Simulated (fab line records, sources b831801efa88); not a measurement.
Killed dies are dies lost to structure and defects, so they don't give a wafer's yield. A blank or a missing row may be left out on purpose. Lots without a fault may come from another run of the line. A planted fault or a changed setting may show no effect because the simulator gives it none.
Which tool did it? | flow gf180mcu | 14 lots, 42 wafers sampled, at 4 steps of a route of 602

WHAT THE GAUGES READ, wafer by wafer
GF_V1_CD_MEAS_14: target cd 260 nm. Usual: cd_nm 260.2 nm, standard deviation 1.3.
lot  | measured     | on        | cd_nm (nm)        | flag
L643 | day 18 18:21 | cd_sem-02 | 261.6 262.1 261.5 |
L645 | day 19 12:09 | cd_sem-01 | 259.1 262.0 259.5 |
L647 | day 20 02:58 | cd_sem-02 | 259.7 260.0 259.8 |
L648 | day 20 17:44 | cd_sem-01 | 260.5 260.1 261.1 |
L651 | day 21 14:20 | cd_sem-02 | 258.7 257.9 257.8 |
L652 | day 22 02:55 | cd_sem-02 | 258.5 259.4 258.5 |
L653 | day 22 08:16 | cd_sem-01 | 260.0 259.4 260.8 |
L654 | day 22 13:55 | cd_sem-01 | 261.9 262.1 261.8 |
L655 | day 23 04:37 | cd_sem-01 | 262.9 262.6 262.6 |
L661 | day 25 01:43 | cd_sem-02 | 260.5 259.6 259.7 |
L662 | day 25 08:22 | cd_sem-02 | 258.8 258.6 258.2 |
L663 | day 25 10:37 | cd_sem-02 | 257.7 257.5 258.4 |
L664 | day 25 16:28 | cd_sem-01 | 260.0 259.3 259.5 |
L665 | day 26 10:31 | cd_sem-01 | 261.5 260.4 262.2 |

GF_V2_BOW_MEAS_05. Usual: V2_BOW 99 um, standard deviation 7.6.
lot  | measured     | on            | V2_BOW (um) | flag
L643 | day 19 21:31 | film_metro-01 | 92 102 85   |
L645 | day 20 15:41 | film_metro-04 | 108 87 107  |
L647 | day 21 06:31 | film_metro-01 | 96 98 99    |
L648 | day 21 20:27 | film_metro-01 | 95 110 96   |
L651 | day 22 17:16 | film_metro-01 | 107 112 118 |
L654 | day 23 15:59 | film_metro-02 | 93 95 95    |
L655 | day 24 06:10 | film_metro-01 | 90 94 91    |
L661 | day 26 02:04 | film_metro-04 | 96 102 88   |
L662 | day 26 08:50 | film_metro-02 | 106 104 113 |
L663 | day 26 11:17 | film_metro-02 | 93 83 99    |
L664 | day 26 17:01 | film_metro-04 | 102 94 106  |
L665 | day 27 10:07 | film_metro-01 | 100 96 104  |

WHICH TOOL RAN EACH LOT (tool, then ch and the chambers of the sampled wafers, then the start)
lot  | GF_V1_SPUTTER_22             | GF_M2_DEVELOP_13
L643 | pvd_sputter-02, day 18 19:12 | litho_track-02 ch 0, day 19 19:54
L645 | pvd_sputter-02, day 19 13:04 | litho_track-03 ch 0, day 20 14:00
L647 | pvd_sputter-03, day 20 03:51 | litho_track-04 ch 0, day 21 04:49
L648 | pvd_sputter-01, day 20 18:36 | litho_track-02 ch 0, day 21 18:55
L651 | pvd_sputter-02, day 21 15:12 | litho_track-04 ch 0, day 22 15:44
L652 | pvd_sputter-01, day 22 03:48 | litho_track-02, day 23 03:51
L653 | pvd_sputter-03, day 22 09:08 | litho_track-02, day 23 08:27
L654 | pvd_sputter-02, day 22 14:48 | litho_track-03 ch 0, day 23 14:27
L655 | pvd_sputter-03, day 23 05:27 | litho_track-02 ch 0, day 24 04:39
L661 | pvd_sputter-02, day 25 02:37 | litho_track-02 ch 0, day 26 00:30
L662 | pvd_sputter-02, day 25 09:16 | litho_track-04 ch 0, day 26 07:04
L663 | pvd_sputter-02, day 25 11:30 | litho_track-04 ch 0, day 26 09:31
L664 | pvd_sputter-01, day 25 17:29 | litho_track-03 ch 0, day 26 15:21
L665 | pvd_sputter-02, day 26 11:25 | litho_track-02 ch 0, day 27 08:34
- GF_V1_SPUTTER_22: material TiN, target thk 10 nm, time 40 s.
- GF_M2_DEVELOP_13: develop time 60 s.

WHAT THE TOOLS THEMSELVES READ (means of the sampled wafers that have a number; where no wafer has one, the mark that the record gives instead)
GF_V1_SPUTTER_22. Usual: throttle_valve_pct 29.6 %, standard deviation 0.95.
lot  | tool           | throttle_valve_pct (%) | flag
L643 | pvd_sputter-02 | 29.7                   |
L645 | pvd_sputter-02 | 29.6                   |
L647 | pvd_sputter-03 | 29.2                   |
L648 | pvd_sputter-01 | 30.0                   |
L651 | pvd_sputter-02 | 29.0                   |
L652 | pvd_sputter-01 | 30.1                   |
L653 | pvd_sputter-03 | 29.7                   |
L654 | pvd_sputter-02 | 29.3                   |
L655 | pvd_sputter-03 | 29.1                   |
L661 | pvd_sputter-02 | 29.5                   |
L662 | pvd_sputter-02 | 29.3                   |
L663 | pvd_sputter-02 | 29.5                   |
L664 | pvd_sputter-01 | 30.6                   |
L665 | pvd_sputter-02 | 29.0                   |

GF_M2_DEVELOP_13. Usual: chill_plate_temp_C 23.02 C, standard deviation 0.099.
lot  | tool           | chill_plate_temp_C (C) | flag
L643 | litho_track-02 | 23.05                  |
L645 | litho_track-03 | 22.97                  |
L647 | litho_track-04 | 23.00                  |
L648 | litho_track-02 | 23.12                  |
L651 | litho_track-04 | 23.01                  |
L652 | litho_track-02 | -                      | OFF
L653 | litho_track-02 | -                      | OFF
L654 | litho_track-03 | 23.05                  |
L655 | litho_track-02 | 23.05                  |
L661 | litho_track-02 | 23.11                  |
L662 | litho_track-04 | 22.90                  |
L663 | litho_track-04 | 23.07                  |
L664 | litho_track-03 | 22.91                  |
L665 | litho_track-02 | 23.09                  |

THE ANSWER, worked out from the rows above alone
Rule: a lot is off if the mean of its wafers that have a number lies more than 3 standard deviations from the usual mean. A lot without any number at a reading at which 4 lots or more have one is off too. The other lots that the step has rows for count as sound. The gauges are gone through in route order, then the tools' own readings, and for those a lot's mean is taken as printed above. The first step at which some lot is off is used, and at that step the reading that is off furthest; a lot without a number counts as furthest.
Off: L652, L653, at GF_M2_DEVELOP_13 (chill_plate_temp_C). Without a number there: L652, L653.
A tool fits if, at that step or a process step before it, it ran every lot that is off, and no sound lot after the first of them. None of those tried fits.

WHAT THE SIMULATOR HAD PUT IN
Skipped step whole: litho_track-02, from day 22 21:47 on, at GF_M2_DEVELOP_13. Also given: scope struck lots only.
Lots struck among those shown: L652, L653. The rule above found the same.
